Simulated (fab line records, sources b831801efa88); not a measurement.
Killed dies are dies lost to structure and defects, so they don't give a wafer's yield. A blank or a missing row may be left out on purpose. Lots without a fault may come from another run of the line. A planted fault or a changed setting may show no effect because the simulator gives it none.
Chamber matching | flow sky130 | SKY_FIELD_ISO_ETCH_17 on rie_si-02: 4 sister chambers
The step etches Si in HBr/Cl2/O2, target depth 342 nm, time 97.7 s. 16 wafers are shown with their chamber, then 8 later ones without.

WAFERS WITH THEIR CHAMBER
wafer  | chamber | drypump_motor_current_A (A) | oes_product_au (a.u.) | throttle_valve_pct (%)
L986.1 | 2       | 5.7                         | 0.998                 | 25.645
L986.3 | 0       | 5.8                         | 1.000                 | 25.660
L986.6 | 3       | 5.6                         | 0.995                 | 25.657
L987.2 | 2       | 5.7                         | 0.986                 | 25.661
L987.3 | 1       | 5.0                         | 1.016                 | 25.640
L987.6 | 0       | 5.8                         | 1.002                 | 25.674
L990.1 | 3       | 5.6                         | 0.987                 | 25.664
L990.4 | 0       | 5.8                         | 0.993                 | 25.675
L990.6 | 1       | 5.0                         | 1.013                 | 25.647
L994.1 | 2       | 5.7                         | 0.990                 | 25.669
L994.3 | 0       | 5.8                         | 0.990                 | 25.664
L994.5 | 3       | 5.6                         | 0.983                 | 25.679
L995.1 | 0       | 5.8                         | 0.984                 | 25.662
L995.4 | 2       | 5.7                         | 0.996                 | 25.674
L995.6 | 1       | 4.9                         | 1.015                 | 25.640
L999.1 | 3       | 5.6                         | 1.004                 | 25.649

SIGNATURES (means of the wafers above)
reading                 | chamber 0 | chamber 1 | chamber 2 | chamber 3 | scatter within a chamber
drypump_motor_current_A | 5.800     | 4.967     | 5.700     | 5.600     | 0.0236
oes_product_au          | 0.99380   | 1.01467   | 0.99250   | 0.99225   | 0.0069
throttle_valve_pct      | 25.66700  | 25.64233  | 25.66225  | 25.66225  | 0.00999
Rule: a wafer's distance from a chamber is the root of the sum, over the readings, of the square of ((its reading less the chamber's mean) divided by the reading's scatter). The wafer belongs to the nearest chamber; if the next one is less than 2 further off, it can't be placed. The scatter: the root of (the sum of the squares of (reading less its chamber's mean) over the shown wafers, divided by (wafers less chambers)).

WAFERS WITHOUT THEIR CHAMBER
wafer  | drypump_motor_current_A (A) | oes_product_au (a.u.) | throttle_valve_pct (%)
L999.2 | 5.8                         | 1.002                 | 25.670
L999.3 | 4.9                         | 1.020                 | 25.635
L106.3 | 4.9                         | 1.019                 | 25.644
L106.4 | 5.8                         | 0.987                 | 25.658
L106.5 | 5.6                         | 0.990                 | 25.652
L108.4 | 5.6                         | 0.996                 | 25.664
L108.5 | 5.8                         | 0.999                 | 25.647
L108.6 | 4.9                         | 1.014                 | 25.649

WHICH CHAMBER EACH WENT THROUGH
wafer  | from the rows above | in truth
L999.2 | 0                   | 0
L999.3 | 1                   | 1
L106.3 | 1                   | 1
L106.4 | 0                   | 0
L106.5 | 3                   | 3
L108.4 | 3                   | 3
L108.5 | 0                   | 0
L108.6 | 1                   | 1
Placed correctly: 8 of 8. Can't be placed from these rows: 0. Placed wrongly: 0.
